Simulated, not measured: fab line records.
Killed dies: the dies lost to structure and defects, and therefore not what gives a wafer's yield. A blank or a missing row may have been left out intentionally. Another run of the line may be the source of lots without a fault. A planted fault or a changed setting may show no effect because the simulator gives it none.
Comparing a struck lot with a sound one / flow sky130 / 15 out of 708 route steps
Sound: the wafers L157.2, L157.3, L157.6. Wafers struck: L164.3, L164.5, L164.6. At the end, the cause is stated.
Order at every step that has rows: each side's tool, ch and its chambers, its first start. Under that, the readings that differ: sound wafers / struck wafers / difference of the means / sigmas: that difference in standard deviations of wafers without a fault.
alike: a reading whose means differ by less than 2 such deviations, as well as words and numbers matching on both sides. not compared: withheld readings; readings where some wafer has no value; bounds like >300 that might hide an equal value; numbers whose values overlap and for which the record gives no deviation.
Wherever a step has rows on one side only, a row that says differs or no value, or a row with sigmas, the two part there. Numbers that have no deviation but don't overlap get no sigmas and don't part them. A reading that every wafer of one side lacks parts them only if that side has two wafers or more.

SKY_RES_PROTECT_STRIP_07: strips in O2/N2.
  sound on plasmaAsher-02 ch 0,1, day 17 10:14; struck on plasmaAsher-04 ch 0,1, day 20 05:08
  alike: drypumpMotorCurrentA, oesProductAu, stripTimeToEndpointS
  not compared: rfHoursCounterH
SKY_RES_PROTECT_TW_MEAS_08:
  sound on filmMetro-04, day 17 10:21; struck on filmMetro-03, day 20 05:14
  alike: POLY_GATE_TW
then, 2 steps without rows for these wafers: SKY_RES_PROTECT_CLEAN_09 (cleans in SC1/SC2, time 150 s); SKY_POLY_GATE_CVD_03 (deposits Si3N4 from DCS/NH3, target thk 75 nm, time 1290 s).
SKY_POLY_GATE_THK_MEAS_04:
  sound on filmMetro-04, day 17 16:40; struck on filmMetro-04, day 20 07:28
  alike: POLY_GATE_CVD_03_THK
then, 7 steps without rows for these wafers: SKY_POLY_GATE_DEHYDRATE_05 (time 60 s); SKY_POLY_GATE_HMDS_06 (prime time 60 s); SKY_POLY_GATE_COAT_07 (resist thk 110 nm); SKY_POLY_GATE_COAT_08 (resist thk 450 nm); SKY_POLY_GATE_SOFTBAKE_09 (time 90 s); SKY_POLY_GATE_EXPOSE_10 (exposes mask P1M, target cd 150 nm); SKY_POLY_GATE_PEB_11.
SKY_POLY_GATE_DEVELOP_12: develop time 60 s.
  sound on lithoTrack-03 ch 0, day 18 22:00; struck on lithoTrack-03 ch 0, day 21 13:00
reading=developerTempC (C); sound=21.03 21.07 21.25; struck=18.95 18.91 19.00; difference=-2.16; sigmas=-22
SKY_POLY_GATE_CD_MEAS_13 targets a cd of 150 nm.
  sound on cdSem-02, day 18 22:15; struck on cdSem-02, day 21 13:10
  alike: cdNm
-- a jump in the record: the struck wafers' starts before and after are 28 days apart (it breaks off in module POLY_GATE and resumes in module PAD_OPEN, where the first step shown is number 708 of the route) --
SKY_PAD_OPEN_PROBE_99:
  sound on prober-01, day 47 16:40; struck on prober-02, day 49 05:22
  alike: killed_at_M0_to_M3, killed_at_M4_up, killedAtContacts, killedAtFrontEnd, killedAtOther, killedDies, killedOpen, killedShort

WHERE THEY PART
At SKY_POLY_GATE_DEVELOP_12 and nowhere else, as far as this record goes. Later steps at which nothing parts them and some readings are alike: SKY_POLY_GATE_CD_MEAS_13, SKY_PAD_OPEN_PROBE_99.

WHY: what the simulator had put in
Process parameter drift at SKY_POLY_GATE_DEVELOP_12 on lithoTrack-03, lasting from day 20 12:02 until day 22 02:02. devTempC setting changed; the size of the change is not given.
